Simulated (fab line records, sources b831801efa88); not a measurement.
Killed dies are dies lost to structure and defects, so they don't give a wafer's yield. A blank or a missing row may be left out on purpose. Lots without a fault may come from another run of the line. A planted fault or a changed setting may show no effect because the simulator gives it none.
Which tool did it? | flow sky130 | 14 lots, 42 wafers sampled, at 2 steps of a route of 708

WHAT THE GAUGES READ, wafer by wafer
SKY_FIELD_ISO_THK_MEAS_23. Usual: FIELD_ISO_OXIDATION_01_THK 10.05 nm, standard deviation 0.18.
lot  | measured    | on            | FIELD_ISO_OXIDATION_01_THK (nm) | flag
L813 | day 2 06:50 | film_metro-02 | 10.31 10.21 10.11               |
L814 | day 2 11:45 | film_metro-01 | 10.16 10.02 10.21               |
L815 | day 2 17:38 | film_metro-03 | 10.31 10.04 10.21               |
L816 | day 3 01:11 | film_metro-03 | 9.71 9.83 9.82                  |
L817 | day 3 08:11 | film_metro-02 | 10.26 9.96 10.19                |
L820 | day 3 20:22 | film_metro-01 | 9.95 10.14 10.21                |
L821 | day 4 04:33 | film_metro-01 | 10.03 9.99 10.12                |
L825 | day 4 22:14 | film_metro-03 | 10.02 9.84 9.93                 |
L830 | day 6 01:06 | film_metro-03 | 10.09 10.09 10.10               |
L831 | day 6 05:57 | film_metro-02 | 10.17 10.32 10.19               |
L832 | day 6 10:03 | film_metro-03 | 10.05 10.00 9.95                |
L833 | day 6 17:49 | film_metro-02 | 10.29 10.27 10.19               |
L834 | day 6 21:34 | film_metro-02 | 10.40 10.50 10.31               |
L836 | day 7 08:49 | film_metro-01 | 10.25 10.18 10.05               |

WHICH TOOL RAN EACH LOT (tool, then ch and the chambers of the sampled wafers, then the start)
lot  | SKY_FIELD_ISO_EXPOSE_10
L813 | krf_scanner-02 ch 0, day 1 20:38
L814 | krf_scanner-02 ch 0, day 2 02:41
L815 | krf_scanner-01 ch 0, day 2 08:25
L816 | krf_scanner-01 ch 0, day 2 12:56
L817 | krf_scanner-02 ch 0, day 2 18:28
L820 | krf_scanner-01 ch 0, day 3 09:35
L821 | krf_scanner-02 ch 0, day 3 18:37
L825 | krf_scanner-01 ch 0, day 4 11:32
L830 | krf_scanner-02, day 5 12:25
L831 | krf_scanner-01, day 5 18:31
L832 | krf_scanner-02 ch 0, day 5 22:43
L833 | krf_scanner-02 ch 0, day 6 05:25
L834 | krf_scanner-02 ch 0, day 6 08:26
L836 | krf_scanner-02 ch 0, day 6 19:48
- SKY_FIELD_ISO_EXPOSE_10: exposes mask FOM, target cd 150 nm.

WHAT THE TOOLS THEMSELVES READ (means of the sampled wafers that have a number; where no wafer has one, the mark that the record gives instead)
SKY_FIELD_ISO_EXPOSE_10. Usual: exposure_dose_mJ_cm2 27.980, standard deviation 0.029; focus_offset_nm 0.0 nm, standard deviation 0.56.
lot  | tool           | exposure_dose_mJ_cm2 | focus_offset_nm (nm) | flag
L813 | krf_scanner-02 | 27.954               | 0.1                  |
L814 | krf_scanner-02 | 27.949               | -0.0                 |
L815 | krf_scanner-01 | 27.999               | 0.7                  |
L816 | krf_scanner-01 | 27.967               | 0.3                  |
L817 | krf_scanner-02 | 27.939               | 0.1                  |
L820 | krf_scanner-01 | 27.961               | 0.4                  |
L821 | krf_scanner-02 | 27.974               | -0.9                 |
L825 | krf_scanner-01 | 27.992               | -0.7                 |
L830 | krf_scanner-02 | -                    | -                    | OFF
L831 | krf_scanner-01 | -                    | -                    | OFF
L832 | krf_scanner-02 | 28.007               | 0.2                  |
L833 | krf_scanner-02 | 27.991               | 0.5                  |
L834 | krf_scanner-02 | 27.961               | -0.3                 |
L836 | krf_scanner-02 | 27.954               | 0.3                  |

THE ANSWER, worked out from the rows above alone
Rule: a lot is off if the mean of its wafers that have a number lies more than 3 standard deviations from the usual mean. A lot without any number at a reading at which 4 lots or more have one is off too. The other lots that the step has rows for count as sound. The gauges are gone through in route order, then the tools' own readings, and for those a lot's mean is taken as printed above. The first step at which some lot is off is used, and at that step the reading that is off furthest; a lot without a number counts as furthest.
Off: L830, L831, at SKY_FIELD_ISO_EXPOSE_10 (exposure_dose_mJ_cm2). Without a number there: L830, L831.
A tool fits if, at that step or a process step before it, it ran every lot that is off, and no sound lot after the first of them. None of those tried fits.

WHAT THE SIMULATOR HAD PUT IN
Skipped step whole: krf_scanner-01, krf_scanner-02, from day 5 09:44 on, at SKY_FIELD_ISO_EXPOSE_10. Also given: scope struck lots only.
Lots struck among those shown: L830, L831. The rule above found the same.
